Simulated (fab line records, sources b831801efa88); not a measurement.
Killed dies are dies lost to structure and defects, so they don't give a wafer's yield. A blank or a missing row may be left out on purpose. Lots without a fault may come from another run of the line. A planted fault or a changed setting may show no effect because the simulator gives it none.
fab line records | flow gf180mcu
record lots=5 wafers=15 last_day=33
route steps=602 shown SALICIDE@280 CONTACT@287 M1@315
lots that met no fault: from a run of the same line without faults
start_h: hours from the record's first day to the start of the lot's first wafer shown | wait_h: hours since the lot's step before | " the same as in the row above | L1.1+2: a row that stands for several wafers | - no value, or no start given | * or withheld: withheld | < > ~ a bound
route shown NAME@n: a module of which the file shows steps, and the number in the route of the first | usual: mean/standard deviation of fault-free wafers | same: alike in all rows | chamber/n: place in a boat | sites: the reading at each site | _std_site: their standard deviation | _edge_site: outer sites' mean less inner sites' | radius_mm: how far each site lies from the wafer's centre | mask NAME#n: copy n | behind: the tool/chamber that last shaped the wafer | hold: why the lot was held/for how many hours/how that ended | device: the transistor (n, p or np) that didn't switch | end of line: the same wafers' tests at the end of the route | a step without rows: its recipe alone | killed: dies lost to structure and defects at the first sort, not the wafer's yield | map: a wafer's dies, x killed, . not, _ none there
set.NAME: the setting as run; set.NAME@STEP: as run at that earlier step | model.NAME: the simulator's own value behind a step, which no gauge read
lots at some steps of the route; a table a step, a row a wafer
services: from which hour (start_h, from the record's first day; less than 0 if before it) a tool's chamber was out of use, for how many hours, and why
## steps
# step GF_SALICIDE_SPUTTER_02
# recipe material=Co target_thk_nm=10 power_w=1000 time_s=19.33 chamber_pressure_pa=0.4
# usual chamber_pressure_pa=0.4000/0.00078 throttle_valve_pct=30.3/1.2
# columns lot.wafer tool chamber start_h wait_h chamber_pressure_pa throttle_valve_pct
L082.3 pvd_sputter-02 - 420.35 0.0 0.3992 31.1
L082.5 " - " " 0.3990 31.7
L082.6 " - " " 0.4005 31.4
L084.1 pvd_sputter-03 - 441.29 0.0 0.4011 30.1
L084.3 " - " " 0.3996 29.9
L084.4 " - " " 0.4007 29.0
L085.3 pvd_sputter-02 - 441.30 0.0 0.3991 31.5
L085.4 " - " " 0.4003 30.1
L085.5 " - " " 0.4001 29.8
L088.2 pvd_sputter-03 - 464.36 0.0 0.4001 28.9
L088.5 " - " " 0.3992 29.9
L088.6 " - " " 0.4001 28.6
L094.2 pvd_sputter-03 - 508.99 0.0 0.3989 30.0
L094.3 " - " " 0.4014 32.4
L094.5 " - " " 0.3999 28.8
# step GF_SALICIDE_SPUTTER_03
# recipe material=TiN target_thk_nm=20 power_w=6500 time_s=16.7 chamber_pressure_pa=0.4
# usual chamber_pressure_pa=0.4000/0.00084 throttle_valve_pct=30.3/1.1
# columns lot.wafer tool chamber start_h wait_h chamber_pressure_pa throttle_valve_pct
L082.3 pvd_sputter-02 - 420.38 0.0 0.4017 31.3
L082.5 " - " " 0.4011 32.0
L082.6 " - " " 0.4012 31.3
L084.1 pvd_sputter-03 - 441.32 0.0 0.4009 30.6
L084.3 " - " " 0.3985 30.1
L084.4 " - " " 0.4008 28.9
L085.3 pvd_sputter-02 - 441.33 0.0 0.4004 31.0
L085.4 " - " " 0.4000 30.2
L085.5 " - " " 0.3996 30.2
L088.2 pvd_sputter-03 - 464.39 0.0 0.4002 28.7
L088.5 " - " " 0.3994 29.9
L088.6 " - " " 0.4001 28.5
L094.2 pvd_sputter-03 - 509.02 0.0 0.3992 30.1
L094.3 " - " " 0.4001 32.2
L094.5 " - " " 0.3997 28.8
# step GF_SALICIDE_RS_MEAS_04
# recipe thk_meas_gauge=four-point-probe reads=TiN_of_SALICIDE_SPUTTER_03+Co_of_SALICIDE_SPUTTER_02
# usual SALICIDE_TIN_RS=16.95/0.27
# columns lot.wafer tool chamber start_h wait_h SALICIDE_TIN_RS[ohm/sq]
L082.3 film_metro-04 - 420.45 0.1 16.89
L082.5 " - " " 17.23
L082.6 " - " " 16.83
L084.1 film_metro-01 - 441.34 0.0 16.83
L084.3 " - " " 16.71
L084.4 " - " " 16.96
L085.3 film_metro-04 - 441.40 0.1 16.58
L085.4 " - " " 17.02
L085.5 " - " " 17.01
L088.2 film_metro-01 - 464.43 0.0 17.12
L088.5 " - " " 17.13
L088.6 " - " " 17.53
L094.2 film_metro-01 - 509.07 0.0 16.92
L094.3 " - " " 17.35
L094.5 " - " " 17.06
# step GF_SALICIDE_THK_MEAS_05
# recipe thk_meas_gauge=xrf reads=TiN_of_SALICIDE_SPUTTER_03
# usual SALICIDE_TIN_THK=20.00/0.22
# columns lot.wafer tool chamber start_h wait_h SALICIDE_TIN_THK[nm]
L082.3 film_metro-04 - 420.55 0.1 19.80
L082.5 " - " " 20.06
L082.6 " - " " 19.85
L084.1 film_metro-01 - 441.46 0.1 20.39
L084.3 " - " " 20.12
L084.4 " - " " 20.21
L085.3 film_metro-04 - 441.50 0.1 20.22
L085.4 " - " " 20.18
L085.5 " - " " 20.03
L088.2 film_metro-01 - 464.54 0.1 19.99
L088.5 " - " " 19.72
L088.6 " - " " 19.84
L094.2 film_metro-01 - 509.18 0.1 19.82
L094.3 " - " " 19.78
L094.5 " - " " 19.92
# step GF_SALICIDE_RTA_06
# recipe temp_c=530 time_s=30 ambient=N2
# usual chamber_o2_ppm=1.999/0.021 lamp_power_pct=6.8/0.65 wafer_temp_C_max=532.4/0.89
# columns lot.wafer tool chamber start_h wait_h chamber_o2_ppm lamp_power_pct wafer_temp_C_max
L082.3 rtp_anneal-02 0 420.62 0.1 1.990 7.3 531.3
L082.5 " 0 " " 1.971 7.3 531.4
L082.6 " 0 " " 1.966 7.3 531.6
L084.1 rtp_anneal-01 0 441.52 0.1 2.017 6.0 533.5
L084.3 " 0 " " 2.041 5.9 533.0
L084.4 " 0 " " 2.013 6.0 532.7
L085.3 rtp_anneal-02 0 441.57 0.1 1.988 7.3 531.2
L085.4 " 0 " " 1.976 7.3 531.9
L085.5 " 0 " " 2.007 7.3 531.7
L088.2 rtp_anneal-01 0 464.62 0.1 2.027 6.0 535.3
L088.5 " 0 " " 2.002 6.0 533.1
L088.6 " 0 " " 2.021 6.0 532.9
L094.2 rtp_anneal-02 0 509.24 0.1 1.963 7.3 532.6
L094.3 " 0 " " 2.012 7.3 532.5
L094.5 " 0 " " 1.993 7.3 531.8
# step GF_SALICIDE_WET_ETCH_07
# recipe chemistry=SPM target_depth_nm=120 dry=n2_spin
# columns lot.wafer tool chamber start_h wait_h
L082.3+5+6 wet_bench-02 2 420.69 0.1
L084.1+3+4 wet_bench-02 2 441.62 0.1
L085.3+4+5 wet_bench-03 1 441.64 0.1
L088.2+5+6 wet_bench-02 3 464.79 0.1
L094.2+3+5 wet_bench-02 1 509.33 0.1
# step GF_SALICIDE_RTA_08
# recipe temp_c=800 time_s=30 ambient=N2
# usual chamber_o2_ppm=1.998/0.021 lamp_power_pct=18.5/1.8 wafer_temp_C_max=803.6/1.1
# columns lot.wafer tool chamber start_h wait_h chamber_o2_ppm lamp_power_pct wafer_temp_C_max
L082.3 rtp_anneal-01 0 420.81 0.0 2.000 16.5 804.0
L082.5 " 0 " " 1.994 16.5 804.2
L082.6 " 0 " " 2.006 16.5 804.6
L084.1 rtp_anneal-01 0 441.72 0.0 1.972 16.5 804.5
L084.3 " 0 " " 1.983 16.6 804.1
L084.4 " 0 " " 1.994 16.5 804.8
L085.3 rtp_anneal-02 0 441.76 0.0 1.992 20.3 801.7
L085.4 " 0 " " 2.002 20.2 804.0
L085.5 " 0 " " 2.034 20.3 802.8
L088.2 rtp_anneal-02 0 464.90 0.0 2.006 20.2 802.6
L088.5 " 0 " " 2.034 20.2 803.8
L088.6 " 0 " " 2.037 20.2 802.5
L094.2 rtp_anneal-01 0 509.44 0.0 1.973 16.5 804.0
L094.3 " 0 " " 2.019 16.5 804.7
L094.5 " 0 " " 2.009 16.5 804.6
# step GF_CONTACT_CVD_00
# recipe material=SiO2 target_thk_nm=300 sigma_open_frac=0.3 temp_c=400 time_s=50 sih4_flow_sccm=60 pressure_mtorr=6
# columns lot.wafer tool chamber start_h wait_h
L082.3+5+6 hdpcvd-01 0,1,0 420.88 0.1
L084.1+3+4 hdpcvd-02 0,2,0 441.82 0.1
L085.3+4+5 hdpcvd-02 0,0,1 441.87 0.1
L088.2+5+6 hdpcvd-01 0,0,1 464.98 0.1
L094.2+3+5 hdpcvd-02 2,1,1 509.52 0.1
# step GF_CONTACT_THK_MEAS_01
# recipe reads=SiO2_of_CONTACT_CVD_00
# usual CONTACT_CVD_00_THK=298/3.2
# columns lot.wafer tool chamber start_h wait_h CONTACT_CVD_00_THK[nm]
L082.3 film_metro-03 - 420.94 0.0 299
L082.5 " - " " 300
L082.6 " - " " 303
L084.1 film_metro-03 - 441.87 0.0 297
L084.3 " - " " 299
L084.4 " - " " 296
L085.3 film_metro-02 - 441.93 0.0 294
L085.4 " - " " 293
L085.5 " - " " 300
L088.2 film_metro-02 - 465.04 0.0 299
L088.5 " - " " 300
L088.6 " - " " 296
L094.2 film_metro-01 - 509.57 0.0 301
L094.3 " - " " 301
L094.5 " - " " 298
# step GF_CONTACT_CVD_02
# recipe material=SiO2 target_thk_nm=860 precursor=TEOS temp_c=400 time_s=95.992 rf_w=600
# usual heater_power_w=672/110
# columns lot.wafer tool chamber start_h wait_h heater_power_w
L082.3 pecvd-03 1 420.98 0.0 692
L082.5 " 1 " " 541
L082.6 " 0 " " 645
L084.1 pecvd-03 1 441.93 0.1 638
L084.3 " 0 " " 593
L084.4 " 0 " " 621
L085.3 pecvd-02 1 441.97 0.0 631
L085.4 " 1 " " 669
L085.5 " 0 " " 735
L088.2 pecvd-02 2 465.09 0.0 727
L088.5 " 1 " " 533
L088.6 " 2 " " 755
L094.2 pecvd-02 0 509.62 0.0 725
L094.3 " 1 " " 634
L094.5 " 2 " " 599
# step GF_CONTACT_THK_MEAS_03
# recipe reads=SiO2_of_CONTACT_CVD_02
# usual CONTACT_CVD_02_THK=857/12
# columns lot.wafer tool chamber start_h wait_h CONTACT_CVD_02_THK[nm]
L082.3 film_metro-03 - 421.07 0.1 851
L082.5 " - " " 873
L082.6 " - " " 861
L084.1 film_metro-03 - 442.00 0.0 865
L084.3 " - " " 858
L084.4 " - " " 872
L085.3 film_metro-02 - 442.06 0.1 849
L085.4 " - " " 864
L085.5 " - " " 884
L088.2 film_metro-01 - 465.17 0.0 858
L088.5 " - " " 863
L088.6 " - " " 872
L094.2 film_metro-03 - 509.70 0.0 860
L094.3 " - " " 850
L094.5 " - " " 871
# step GF_CONTACT_CMP_04
# recipe material=SiO2 down_force_psi=4 platen_rpm=60 pad_velocity_m_s=0.94248
# usual motor_current_A=12.5/1.3 time_to_endpoint_s=110/6.3
# columns lot.wafer tool chamber start_h wait_h motor_current_A time_to_endpoint_s
L082.3 cmp-02 0 421.16 0.1 13.6 102
L082.6 " 3 " " 13.4 110
L082.5 " 0 " " 14.1 114
L084.4 cmp-02 3 442.06 0.0 13.5 118
L084.3 " 0 " " 13.9 113
L084.1 " 2 " " 10.5 110
L085.3 cmp-01 1 442.19 0.1 11.7 105
L085.4 " 3 " " 14.1 110
L085.5 " 1 " " 11.1 116
L088.2 cmp-02 3 465.27 0.1 13.7 110
L088.5 " 2 " " 10.4 111
L088.6 " 3 " " 13.8 117
L094.2 cmp-01 1 509.80 0.1 11.3 111
L094.3 " 2 " " 12.3 114
L094.5 " 1 " " 11.5 118
# step GF_CONTACT_BOW_MEAS_05
# recipe mode=bow
# usual CONTACT_BOW=66/6.9
# columns lot.wafer tool chamber start_h wait_h CONTACT_BOW[um]
L082.3 film_metro-03 - 421.45 0.2 68
L082.5 " - " " 70
L082.6 " - " " 77
L084.1 film_metro-02 - 442.36 0.1 78
L084.3 " - " " 73
L084.4 " - " " 70
L085.3 film_metro-03 - 442.53 0.3 62
L085.4 " - " " 65
L085.5 " - " " 70
L088.2 film_metro-01 - 465.54 0.2 72
L088.5 " - " " 78
L088.6 " - " " 71
L094.2 film_metro-01 - 510.07 0.2 78
L094.3 " - " " 78
L094.5 " - " " 72
# step GF_CONTACT_DEHYDRATE_06
# recipe temp_c=200 time_s=60
# columns lot.wafer tool chamber start_h wait_h
L082.3+5+6 litho_track-03 0 433.90 12.4
L084.1+3+4 litho_track-04 0 454.20 11.8
L085.3+4+5 litho_track-03 0 454.75 12.2
L088.2+5+6 litho_track-03 0 477.57 12.0
L094.2+3+5 litho_track-03 0 521.22 11.1
# step GF_CONTACT_HMDS_07
# recipe prime_time_s=60 prime_temp_c=120
# columns lot.wafer tool chamber start_h wait_h
L082.3+5+6 litho_track-03 0 434.05 0.1
L084.1+3+4 litho_track-04 0 454.35 0.1
L085.3+4+5 litho_track-03 0 454.90 0.1
L088.2+5+6 litho_track-03 0 477.72 0.1
L094.2+3+5 litho_track-03 0 521.37 0.1
# step GF_CONTACT_COAT_08
# recipe resist=BARC temp_c=withheld time_s=withheld spin_rpm=withheld resist_thk_nm=withheld
# columns lot.wafer tool chamber start_h wait_h
L082.3+5+6 litho_track-03 0 434.20 0.1
L084.1+3+4 litho_track-04 0 454.50 0.1
L085.3+4+5 litho_track-03 0 455.05 0.1
L088.2+5+6 litho_track-03 0 477.87 0.1
L094.2+3+5 litho_track-03 0 521.52 0.1
# step GF_CONTACT_COAT_09
# recipe resist=KrF spin_rpm=withheld resist_thk_nm=1000
# columns lot.wafer tool chamber start_h wait_h
L082.3+5+6 litho_track-03 0 - -
L084.1+3+4 litho_track-04 0 - -
L085.3+4+5 litho_track-03 0 - -
L088.2+5+6 litho_track-03 0 - -
L094.2+3+5 litho_track-03 0 - -
# step GF_CONTACT_SOFTBAKE_10
# recipe temp_c=130.5 time_s=60 resist=KrF
# columns lot.wafer tool chamber start_h wait_h
L082.3+5+6 litho_track-03 0 - -
L084.1+3+4 litho_track-04 0 - -
L085.3+4+5 litho_track-03 0 - -
L088.2+5+6 litho_track-03 0 - -
L094.2+3+5 litho_track-03 0 - -
# step GF_CONTACT_EXPOSE_11
# recipe mask_id=Contact target_cd_nm=220 na=0.68 source_shape=conventional sigma_outer=0.6 dose_mj=38
# usual reticle_temp_C=22.97/0.11 stage_vel_mm_s=499.97/0.23
# columns lot.wafer tool chamber start_h wait_h mask reticle_temp_C stage_vel_mm_s
L082.3 krf_scanner-01 0 - - Contact#0 23.03 499.98
L082.5 " 0 " " Contact#0 22.81 500.02
L082.6 " 0 " " Contact#0 22.87 500.30
L084.1 krf_scanner-01 0 - - Contact#0 22.96 500.10
L084.3 " 0 " " Contact#0 22.98 500.30
L084.4 " 0 " " Contact#0 22.80 499.91
L085.3 krf_scanner-01 0 - - Contact#0 22.75 500.02
L085.4 " 0 " " Contact#0 22.94 500.22
L085.5 " 0 " " Contact#0 22.95 500.01
L088.2 krf_scanner-02 0 - - Contact#0 22.98 499.70
L088.5 " 0 " " Contact#0 23.06 499.79
L088.6 " 0 " " Contact#0 22.96 499.82
L094.2 krf_scanner-01 0 - - Contact#0 23.10 499.71
L094.3 " 0 " " Contact#0 23.20 499.77
L094.5 " 0 " " Contact#0 23.14 500.12
# step GF_CONTACT_PEB_12
# recipe peb_temp_c=135 peb_time_s=90 resist=KrF
# columns lot.wafer tool chamber start_h wait_h
L082.3+5+6 litho_track-04 0 - -
L084.1+3+4 litho_track-04 0 - -
L085.3+4+5 litho_track-03 0 - -
L088.2+5+6 litho_track-03 0 - -
L094.2+3+5 litho_track-04 0 - -
# step GF_CONTACT_DEVELOP_13
# recipe develop_time_s=60 resist=KrF dev_temp_c=21
# columns lot.wafer tool chamber start_h wait_h
L082.3+5+6 litho_track-04 0 446.20 0.1
L084.1+3+4 litho_track-04 0 467.20 0.2
L085.3+4+5 litho_track-03 0 467.55 0.1
L088.2+5+6 litho_track-03 0 490.67 0.2
L094.2+3+5 litho_track-04 0 533.08 0.2
# step GF_CONTACT_CD_MEAS_14
# recipe target_cd_nm=220
# usual cd_nm=220.2/1.3
# columns lot.wafer tool chamber start_h wait_h cd_nm
L082.3 cd_sem-02 - 446.46 0.2 220.1
L082.5 " - " " 218.2
L082.6 " - " " 218.4
L084.1 cd_sem-01 - 467.35 0.1 220.5
L084.3 " - " " 222.0
L084.4 " - " " 220.1
L085.3 cd_sem-02 - 467.69 0.1 219.3
L085.4 " - " " 221.2
L085.5 " - " " 220.4
L088.2 cd_sem-01 - 490.82 0.1 219.7
L088.5 " - " " 217.8
L088.6 " - " " 220.3
L094.2 cd_sem-02 - 533.22 0.1 221.4
L094.3 " - " " 221.7
L094.5 " - " " 220.5
# step GF_CONTACT_OVL_MEAS_15
# usual CONTACT_OVL=1/6
# columns lot.wafer tool chamber start_h wait_h CONTACT_OVL[nm]
L082.3 overlay-02 - 446.55 0.1 -9
L082.5 " - " " -13
L082.6 " - " " -16
L084.1 overlay-01 - 467.47 0.1 -6
L084.3 " - " " 4
L084.4 " - " " -3
L085.3 overlay-02 - 467.78 0.1 -1
L085.4 " - " " -3
L085.5 " - " " 3
L088.2 overlay-02 - 490.93 0.1 1
L088.5 " - " " 4
L088.6 " - " " 4
L094.2 overlay-01 - 533.33 0.1 5
L094.3 " - " " 3
L094.5 " - " " 7
# step GF_CONTACT_ETCH_16
# recipe chemistry=N2/H2 target_depth_a=withheld overetch_a=withheld time_s=withheld target=BARC ion_energy_ev=200 source_w=500 bias_w=100 pressure_mtorr=30 n2_flow_sccm=100 h2_flow_sccm=200
# usual drypump_motor_current_A=5.9/0.46 oes_product_au=0.854/0.005 throttle_valve_pct=13.225/0.0094
# columns lot.wafer tool chamber start_h wait_h drypump_motor_current_A oes_product_au throttle_valve_pct
L082.3 rie_diel-04 1 446.58 0.0 5.6 0.854 13.237
L082.5 " 0 " " 6.0 0.855 13.224
L082.6 " 1 " " 5.6 0.851 13.223
L084.1 rie_diel-04 3 467.51 0.0 6.2 0.853 13.221
L084.3 " 0 " " 6.0 0.855 13.224
L084.4 " 2 " " 5.6 0.853 13.228
L085.3 rie_diel-03 3 467.81 0.0 6.0 0.862 13.227
L085.4 " 2 " " 5.2 0.846 13.223
L085.5 " 3 " " 6.0 0.851 13.228
L088.2 rie_diel-04 0 490.96 0.0 6.1 0.857 13.219
L088.5 " 3 " " 6.2 0.857 13.226
L088.6 " 1 " " 5.7 0.846 13.210
L094.2 rie_diel-03 0 533.36 0.0 5.4 0.850 13.227
L094.3 " 3 " " 6.0 0.863 13.227
L094.5 " 0 " " 5.5 0.859 13.225
# step GF_CONTACT_ETCH_17
# recipe chemistry=C4F8/O2/Ar mask_material=KrF target=SiO2 stop_on=CoSi2 source_w=1500 bias_w=1200 pressure_mtorr=40 c4f8_flow_sccm=withheld O2_flow_sccm=6 Ar_flow_sccm=300 time_s=withheld target_depth_a=8600
# usual oes_product_au=0.814/0.0049
# columns lot.wafer tool chamber start_h wait_h oes_product_au
L082.3 rie_diel-04 1 - - 0.817
L082.5 " 0 " " 0.812
L082.6 " 1 " " 0.821
L084.1 rie_diel-04 3 - - 0.814
L084.3 " 0 " " 0.808
L084.4 " 2 " " 0.810
L085.3 rie_diel-03 3 - - 0.808
L085.4 " 2 " " 0.809
L085.5 " 3 " " 0.816
L088.2 rie_diel-04 0 - - 0.815
L088.5 " 3 " " 0.811
L088.6 " 1 " " 0.821
L094.2 rie_diel-03 0 - - 0.816
L094.3 " 3 " " 0.810
L094.5 " 0 " " 0.820
# step GF_CONTACT_STRIP_18
# recipe chemistry=O2/N2 power_w=1400 pressure_mtorr=1500 platen_temp_c=250 o2_flow_sccm=3000 n2_flow_sccm=300 overash_fraction=0.5
# usual drypump_motor_current_A=5.55/0.25 heater_power_w=344/33 oes_product_au=0.579/0.0049 platen_temp_c=250.01/0.18
# columns lot.wafer tool chamber start_h wait_h drypump_motor_current_A heater_power_w oes_product_au platen_temp_c rf_hours_counter_h
L082.3 plasma_asher-01 0 446.77 - 5.25 341 0.580 249.91 -
L082.5 " 0 " " 5.25 330 0.576 250.01 -
L082.6 " 1 " " 5.28 308 0.583 249.71 -
L084.1 plasma_asher-01 1 467.67 - 5.31 315 0.589 250.17 4
L084.3 " 1 " " 5.34 316 0.582 249.93 -
L084.4 " 0 " " 5.27 342 0.580 249.72 -
L085.3 plasma_asher-02 0 468.00 - 5.98 327 0.570 249.98 -
L085.4 " 1 " " 5.56 335 0.575 250.03 -
L085.5 " 1 " " 5.56 339 0.583 250.27 -
L088.2 plasma_asher-02 0 491.12 - 5.97 320 0.576 250.14 35
L088.5 " 0 " " 6.01 330 0.577 250.18 -
L088.6 " 1 " " 5.56 344 0.579 250.01 -
L094.2 plasma_asher-01 1 533.52 - 5.31 320 0.573 250.01 11
L094.3 " 1 " " 5.31 313 0.588 250.18 -
L094.5 " 0 " " 5.28 331 0.577 249.75 -
# step GF_CONTACT_CLEAN_19
# recipe chemistry=SPM
# columns lot.wafer tool chamber start_h wait_h
L082.3+5+6 wet_bench-01 1 446.84 0.0
L084.1+3+4 wet_bench-01 2 467.77 0.1
L085.3+4+5 wet_bench-03 1 468.07 0.0
L088.2+5+6 wet_bench-03 1 491.22 0.1
L094.2+3+5 wet_bench-01 1 533.62 0.1
# step GF_CONTACT_CLEAN_20
# recipe chemistry=DIW
# columns lot.wafer tool chamber start_h wait_h
L082.3+5+6 wet_bench-03 1 446.93 0.0
L084.1+3+4 wet_bench-03 1 467.86 0.0
L085.3+4+5 wet_bench-01 2 468.16 0.0
L088.2+5+6 wet_bench-04 2 491.31 0.0
L094.2+3+5 wet_bench-04 0 533.71 0.0
# step GF_CONTACT_CLEAN_21
# recipe chemistry=dHF time_s=20 dilution=100:1 dry=ipa_marangoni
# columns lot.wafer tool chamber start_h wait_h
L082.3+5+6 wet_bench-04 1 447.02 0.0
L084.1+3+4 wet_bench-01 0 467.95 0.0
L085.3+4+5 wet_bench-03 2 468.25 0.0
L088.2+5+6 wet_bench-01 2 491.40 0.0
L094.2+3+5 wet_bench-01 2 533.80 0.0
# step GF_CONTACT_SPUTTER_22
# recipe material=Ti target_thk_nm=15 chamber_pressure_pa=5 power_w=2500 substrate_temp_c=200 time_s=80.02
# usual chamber_pressure_pa=4.999/0.011 throttle_valve_pct=30.6/0.92
# columns lot.wafer tool chamber start_h wait_h chamber_pressure_pa throttle_valve_pct
L082.3 pvd_sputter-04 - 447.04 0.0 4.979 30.2
L082.5 " - " " 4.991 30.1
L082.6 " - " " 5.027 31.4
L084.1 pvd_sputter-03 - 467.97 0.0 5.000 28.8
L084.3 " - " " 5.002 32.1
L084.4 " - " " 5.002 29.9
L085.3 pvd_sputter-04 - 468.27 0.0 5.008 30.4
L085.4 " - " " 5.007 31.5
L085.5 " - " " 4.991 30.3
L088.2 pvd_sputter-02 - 491.42 0.0 4.968 30.0
L088.5 " - " " 5.004 31.3
L088.6 " - " " 4.988 30.3
L094.2 pvd_sputter-02 - 533.82 0.0 4.992 29.8
L094.3 " - " " 4.998 31.7
L094.5 " - " " 4.999 30.0
# step GF_CONTACT_SPUTTER_23
# recipe material=TiN target_thk_nm=10 chamber_pressure_pa=5 power_w=4000 time_s=40
# usual chamber_pressure_pa=5.001/0.011 throttle_valve_pct=30.6/0.95
# columns lot.wafer tool chamber start_h wait_h chamber_pressure_pa throttle_valve_pct
L082.3 pvd_sputter-04 - 447.10 0.0 4.991 30.1
L082.5 " - " " 4.984 30.3
L082.6 " - " " 5.019 31.7
L084.1 pvd_sputter-03 - 468.03 0.0 5.014 28.8
L084.3 " - " " 5.000 32.6
L084.4 " - " " 4.993 29.8
L085.3 pvd_sputter-04 - 468.33 0.0 5.011 29.9
L085.4 " - " " 4.994 31.5
L085.5 " - " " 4.982 30.1
L088.2 pvd_sputter-02 - 491.48 0.0 5.002 30.5
L088.5 " - " " 5.000 31.5
L088.6 " - " " 5.009 30.3
L094.2 pvd_sputter-02 - 533.88 0.0 4.992 30.0
L094.3 " - " " 4.988 31.7
L094.5 " - " " 4.992 30.1
# step GF_CONTACT_CVD_24
# recipe material=W target_thk_nm=300 time_s=90.339 temp_c=400 pressure_torr=40
# usual heater_power_w=791/66
# columns lot.wafer tool chamber start_h wait_h heater_power_w
L082.3 cvd_w-02 1 447.21 0.1 809
L082.5 " 1 " " 837
L082.6 " 1 " " 811
L084.1 cvd_w-02 0 468.07 0.0 674
L084.3 " 1 " " 802
L084.4 " 0 " " 680
L085.3 cvd_w-02 0 468.40 0.1 697
L085.4 " 1 " " 818
L085.5 " 1 " " 801
L088.2 cvd_w-01 1 491.52 0.0 770
L088.5 " 0 " " 853
L088.6 " 1 " " 777
L094.2 cvd_w-02 0 533.92 0.0 711
L094.3 " 0 " " 686
L094.5 " 1 " " 815
# step GF_CONTACT_RS_MEAS_25
# recipe thk_meas_gauge=four-point-probe reads=W_of_CONTACT_CVD_24+TiN_of_CONTACT_SPUTTER_23+Ti_of_CONTACT_SPUTTER_22
# usual CONTACT_W_RS=0.384/0.0042
# columns lot.wafer tool chamber start_h wait_h CONTACT_W_RS[ohm/sq]
L082.3 film_metro-03 - 447.38 0.1 0.382
L082.5 " - " " 0.389
L082.6 " - " " 0.385
L084.1 film_metro-01 - 468.22 0.1 0.382
L084.3 " - " " 0.386
L084.4 " - " " 0.377
L085.3 film_metro-01 - 468.51 0.1 0.384
L085.4 " - " " 0.390
L085.5 " - " " 0.386
L088.2 film_metro-03 - 491.64 0.1 0.390
L088.5 " - " " 0.388
L088.6 " - " " 0.387
L094.2 film_metro-02 - 534.04 0.1 0.379
L094.3 " - " " 0.376
L094.5 " - " " 0.386
# step GF_CONTACT_THK_MEAS_26
# recipe thk_meas_gauge=xrf reads=W_of_CONTACT_CVD_24
# usual CONTACT_W_THK=300/4.2
# columns lot.wafer tool chamber start_h wait_h CONTACT_W_THK[nm]
L082.3 film_metro-03 - 447.48 0.1 300
L082.5 " - " " 295
L082.6 " - " " 298
L084.1 film_metro-01 - 468.34 0.1 302
L084.3 " - " " 301
L084.4 " - " " 307
L085.3 film_metro-01 - 468.61 0.1 302
L085.4 " - " " 299
L085.5 " - " " 300
L088.2 film_metro-03 - 491.75 0.1 291
L088.5 " - " " 293
L088.6 " - " " 293
L094.2 film_metro-02 - 534.15 0.1 305
L094.3 " - " " 307
L094.5 " - " " 298
# step GF_CONTACT_CMP_27
# recipe stop_on=SiO2 down_force_psi=3.5 platen_rpm=60 t_overpolish_s=15 target_thk_nm=0 pad_velocity_m_s=0.94248
# usual motor_current_A=11.3/1.1 overpolish_run_s=15.001/0.0089 time_to_endpoint_s=72/3.2
# columns lot.wafer tool chamber start_h wait_h motor_current_A overpolish_run_s time_to_endpoint_s
L082.3 cmp-01 0 447.67 0.2 11.4 15.001 74
L082.6 " 1 " " 10.6 15.002 72
L082.5 " 2 " " 10.5 15.001 77
L084.4 cmp-02 3 468.45 0.1 12.2 15.000 72
L084.3 " 0 " " 12.6 14.997 70
L084.1 " 1 " " 11.0 14.980 74
L085.4 cmp-01 2 468.65 0.0 10.8 15.009 75
L085.3 " 0 " " 10.8 14.996 77
L085.5 " 2 " " 10.7 15.000 74
L088.2 cmp-01 3 491.90 0.1 12.5 14.984 70
L088.6 " 1 " " 10.4 15.015 69
L088.5 " 2 " " 10.2 15.011 72
L094.3 cmp-01 2 534.20 0.0 11.2 15.001 72
L094.2 " 3 " " 12.9 14.999 71
L094.5 " 2 " " 11.3 15.009 76
# step GF_M1_SPUTTER_00
# recipe material=Ti target_thk_nm=37.5 arriving_ion_energy_ev=80 substrate_temp_c=200 chamber_pressure_pa=2 power_w=4000 time_s=150
# usual chamber_pressure_pa=2.000/0.0039 throttle_valve_pct=30.1/1.1
# columns lot.wafer tool chamber start_h wait_h chamber_pressure_pa throttle_valve_pct
L082.3 pvd_sputter-01 - 447.82 0.1 1.998 28.8
L082.5 " - " " 1.995 28.8
L082.6 " - " " 1.998 30.2
L084.1 pvd_sputter-03 - 468.70 0.1 1.994 32.3
L084.3 " - " " 1.998 30.2
L084.4 " - " " 2.008 30.3
L085.3 pvd_sputter-04 - 468.95 0.1 1.992 31.0
L085.4 " - " " 1.999 31.6
L085.5 " - " " 2.001 30.2
L088.2 pvd_sputter-01 - 492.10 0.1 2.002 30.3
L088.5 " - " " 2.004 28.7
L088.6 " - " " 2.001 30.1
L094.2 pvd_sputter-04 - 534.50 0.2 2.005 31.0
L094.3 " - " " 1.995 31.5
L094.5 " - " " 1.997 31.5
# step GF_M1_SPUTTER_01
# recipe material=TiN target_thk_nm=30 power_w=6500 time_s=25 chamber_pressure_pa=0.4
# usual chamber_pressure_pa=0.4001/0.00074 throttle_valve_pct=30.1/1.1
# columns lot.wafer tool chamber start_h wait_h chamber_pressure_pa throttle_valve_pct
L082.3 pvd_sputter-01 - 447.92 0.1 0.3996 29.1
L082.5 " - " " 0.3997 29.0
L082.6 " - " " 0.4010 30.1
L084.1 pvd_sputter-03 - 468.80 0.1 0.4004 32.2
L084.3 " - " " 0.4006 30.0
L084.4 " - " " 0.3991 30.2
L085.3 pvd_sputter-04 - 469.05 0.1 0.3990 31.1
L085.4 " - " " 0.4006 31.3
L085.5 " - " " 0.4001 30.1
L088.2 pvd_sputter-01 - 492.20 0.1 0.4008 30.0
L088.5 " - " " 0.3996 28.7
L088.6 " - " " 0.3988 30.0
L094.2 pvd_sputter-04 - 534.60 0.1 0.4004 31.0
L094.3 " - " " 0.4006 31.5
L094.5 " - " " 0.4010 31.6
## services
# columns tool chamber start_h hours kind
rie_diel-03 - 397.61 2.8 pm
cmp-01 - 404.11 4.0 pm
hdpcvd-01 - 406.36 2.8 pm
krf_scanner-01 - 420.35 1.3 pm
plasma_asher-01 - 421.25 9.0 pm
cvd_w-02 0 428.44 26.2 repair
cmp-01 - 429.64 11.1 repair
krf_scanner-01 - 438.22 0.5 repair
cmp-01 - 442.67 4.8 pm
cmp-02 - 450.03 0.6 repair
rie_diel-04 - 454.14 1.0 repair
cmp-01 - 465.27 2.3 repair
rie_diel-04 2 477.25 15.8 repair
cmp-01 - 482.46 4.1 repair
rie_diel-03 1 491.01 2.7 repair
pvd_sputter-04 - 497.27 3.0 repair
rie_diel-03 0 499.86 5.1 repair
pvd_sputter-01 - 505.71 3.2 repair
krf_scanner-01 - 515.19 0.8 pm
pvd_sputter-02 - 518.23 2.0 repair
cmp-01 - 521.47 1.1 repair
rie_diel-03 3 527.46 5.4 repair
cmp-02 - 532.02 9.5 pm
rtp_anneal-01 - 532.94 3.7 pm
## key
fault none
